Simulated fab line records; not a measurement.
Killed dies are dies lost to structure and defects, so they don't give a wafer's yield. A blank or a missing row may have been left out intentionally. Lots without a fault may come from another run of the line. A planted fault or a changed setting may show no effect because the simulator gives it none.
A struck lot beside a sound one | flow gf180mcu | 15 out of 602 route steps
Sound: these wafers, L783.2, L783.4, L783.6. Struck: wafer L788.4. (L788.1, L788.3 of the same lot were not struck and are left out.) The cause comes at the end.
At each step with rows: each side's tool, then ch and its chambers, then its first start. Under that, the readings that differ: sound wafers | struck wafers | difference of the means | sigmas: that difference in standard deviations of wafers without a fault.
alike: a reading whose means differ by less than 2 such deviations, as well as words and numbers matching on both sides. not compared: withheld readings; readings where some wafer has no value; bounds like >300 that might hide an equal value; numbers whose values overlap and for which the record gives no deviation.
A row with sigmas, a row that says differs or no value, or rows on one side alone: a step with any of these is where the two part. Non-overlapping numbers with no deviation appear without sigmas and do not part them. A reading that every wafer of one side lacks parts them only if that side has two wafers or more.

GF_M1_RS_MEAS_05: a four-point-probe measurement.
  sound: film-metro-02 at day 19 02:13; struck: film-metro-02 at day 20 19:35
  alike: M1_ALCU_RS
GF_M1_THK_MEAS_06: measures by xrf.
  sound: film-metro-02 at day 19 02:20; struck: film-metro-02 at day 20 19:42
  alike: M1_ALCU_THK
then, 7 steps without rows for these wafers: GF_M1_DEHYDRATE_07 (time 60 s); GF_M1_HMDS_08 (prime time 60 s); GF_M1_COAT_09 (resist thk 1000 nm); GF_M1_SOFTBAKE_10 (time 60 s); GF_M1_EXPOSE_11 (exposes mask Metal1, target cd 230 nm); GF_M1_PEB_12 (peb time 90 s); GF_M1_DEVELOP_13 (develop time 60 s).
GF_M1_CD_MEAS_14: the cd target is 230 nm.
  sound: cd-sem-01 at day 20 02:12; struck: cd-sem-02 at day 21 19:23
  alike: cd-nm
GF_M1_OVL_MEAS_15:
  sound: overlay-02 at day 20 02:18; struck: overlay-01 at day 21 19:30
  alike: M1_OVL
GF_M1_METAL_ETCH_16: etches the open film in Cl2/BCl3, stops on SiO2, target depth 750.8 nm, time 125.1 s.
  sound on rie-metal-04 ch 0,1, day 20 02:20; struck on rie-metal-03 ch 0, day 21 19:32
  alike: bcl3-flow-sccm, drypump-motor-current-A, oes-product-au, throttle-valve-pct
  not compared: rf-hours-counter-h
GF_M1_STRIP_17: strips in O2/N2.
  sound on plasma-asher-04 ch 0,1, day 20 02:28; struck on plasma-asher-03 ch 1, day 21 19:40
  reading                      | sound             | struck | difference | sigmas
  heater-power-w (W)           | 308 317 330       | 373    | +55        | +2
  oes-product-au (a.u.)        | 0.526 0.539 0.532 | 0.544  | +0.012     | +2
  strip-time-to-endpoint-s (s) | 7.33 7.36 7.34    | 7.71   | +0.37      | +6
  alike: drypump-motor-current-A
  not compared: rf-hours-counter-h
then, 1 step without rows for these wafers: GF_M1_STRIP_18 (strips in post etch residue remover, time 1200 s).
GF_PASSIVATION_PROBE_99:
  the record holds rows for the sound wafers here (prober-02, day 31 07:19) but none for the struck ones

## WHERE THEY PART
Earliest at GF_M1_STRIP_17; latest, in this record, at GF_PASSIVATION_PROBE_99.

WHY: the cause the simulator had injected
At GF_M1_STRIP_17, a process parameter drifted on plasma-asher-03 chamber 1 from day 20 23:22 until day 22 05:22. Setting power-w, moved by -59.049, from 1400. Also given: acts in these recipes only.
